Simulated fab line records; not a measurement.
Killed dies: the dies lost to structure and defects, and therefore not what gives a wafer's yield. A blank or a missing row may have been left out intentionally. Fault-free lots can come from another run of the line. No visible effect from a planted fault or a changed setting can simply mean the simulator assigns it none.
Code-filled problem report in 8D (eight disciplines) form + flow sky130 + the parts of the form that need people (team, actions taken, sign-off) are left out

== 1. THE PROBLEM ==
Mean of strip-time-to-endpoint-s at SKY_LOCAL_INTERCONNECT_STRIP_15: 5.200 s across 6 wafers in 2 lots; on wafers with no fault it is 4.719 s (standard deviation 0.018). That puts it +27 standard deviations away from the usual mean.
The step: strips in O2/N2.
First observed at day 33 15:51: wafer L791.2, on plasma-asher-01. At this step, 33 wafers from 11 lots have a number in the record. The rule behind "out" and "out of limits": a value lying over 4 standard deviations away from the usual mean. All remaining wafers that have a number are taken as sound.

== 2. WHAT THIS IS AND IS NOT ==
| question                    | is                       | is not                                                                                       |
|-----------------------------|--------------------------|----------------------------------------------------------------------------------------------|
| which readings at this step | strip-time-to-endpoint-s | drypump-motor-current-A, n2-flow-sccm                                                        |
| which lots                  | L791, L792               | L781, L783, L784, L785, L795, L797, L798, L799, L803                                         |
| which wafers of those lots  | all that have a number   | -                                                                                            |
| read on which tools         | plasma-asher-01          | plasma-asher-02, plasma-asher-04                                                             |
| when                        | from day 33 15:51        | up to then (12 sound wafers); but 15 sound wafers of L795, L797, L798, L799, L803 came after |

== 3. THE SUSPECTS, EACH WITH WHAT RULES IT OUT ==
Counting: any tool at a process step up to the reading is kept as a suspect provided that every lot that is out went through it and no sound lot did after the first of them.
- cmp-01 at SKY_LI_CONTACT_CMP_24 (polishes, stops on PSG, t overpolish 20 s, target thk 0 nm): ruled out as a lasting fault. After its first lot that is out, L791 (day 32 12:02), sound lots L797 ran on it.
- rie-metal-01 at SKY_LOCAL_INTERCONNECT_METAL_ETCH_14 (etches TiN in Cl2/BCl3, stops on PSG, target depth 110 nm, time 31.4 s): ruled out as a lasting fault. After its first lot that is out, L791 (day 33 15:48), sound lots L795, L798, L803 ran on it.
- plasma-asher-01 at SKY_LOCAL_INTERCONNECT_STRIP_15 (strips in O2/N2): ruled out as a lasting fault. After its first lot that is out, L791 (day 33 15:51), sound lots L798 ran on it.
Left after counting: nothing in the record.

== 4. THE CAUSE (what the simulator had put in) ==
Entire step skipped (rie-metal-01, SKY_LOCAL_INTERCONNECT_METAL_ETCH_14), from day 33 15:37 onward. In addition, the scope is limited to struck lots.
The count ruled it out by mistake, since the rule takes a fault to strike every lot its tool runs from the start of the fault on, and this one did not do so.

== 5. THE EFFECT CHAIN, in route order ==
Rows list readings where the struck wafers' mean (over those with a number) sits beyond 3 standard deviations from the usual. Only readings whose record carries a usual standard deviation are examined. hours: median over the lots of the time between each lot's start at the first step of this table that gives one and its start at this step. sigmas: the change, counted in usual standard deviations.
| hours | step                            | reading                  | usual      | on struck wafers | change | sigmas |
|-------|---------------------------------|--------------------------|------------|------------------|--------|--------|
| 0     | SKY_LOCAL_INTERCONNECT_STRIP_15 | oes-product-au           | 0.426 a.u. | 0.446            | +0.020 | +4.7   |
| 0     | SKY_LOCAL_INTERCONNECT_STRIP_15 | strip-time-to-endpoint-s | 4.719 s    | 5.200            | +0.481 | +27    |
| 349   | SKY_PAD_OPEN_PROBE_99           | killed-at-contacts       | 25         | 430              | +405   | +75    |
| 349   | SKY_PAD_OPEN_PROBE_99           | killed-dies              | 85         | 492              | +407   | +42    |
| 349   | SKY_PAD_OPEN_PROBE_99           | killed-on-rim            | 17         | 96               | +79    | +24    |
Process steps it contains:
- SKY_LOCAL_INTERCONNECT_STRIP_15: strips in O2/N2.
- SKY_PAD_OPEN_PROBE_99
Readings that are blank on the struck wafers while sound wafers have them: bcl3-flow-sccm at SKY_LOCAL_INTERCONNECT_METAL_ETCH_14; bias-w at SKY_LOCAL_INTERCONNECT_METAL_ETCH_14; drypump-motor-current-A at SKY_LOCAL_INTERCONNECT_METAL_ETCH_14; he-backside-leak-sccm at SKY_LOCAL_INTERCONNECT_METAL_ETCH_14; oes-product-au at SKY_LOCAL_INTERCONNECT_METAL_ETCH_14; throttle-valve-pct at SKY_LOCAL_INTERCONNECT_METAL_ETCH_14.

== 6. WHAT WOULD HAVE CAUGHT IT SOONER ==
0 hours passed between the start of the fault at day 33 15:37 and the first reading out of limits in this record, taken at day 33 15:51.
At SKY_LOCAL_INTERCONNECT_METAL_ETCH_14 the tool's readings are blank on the struck wafers, where sound wafers have them: an empty tool record is the first sign, and it was there at once.
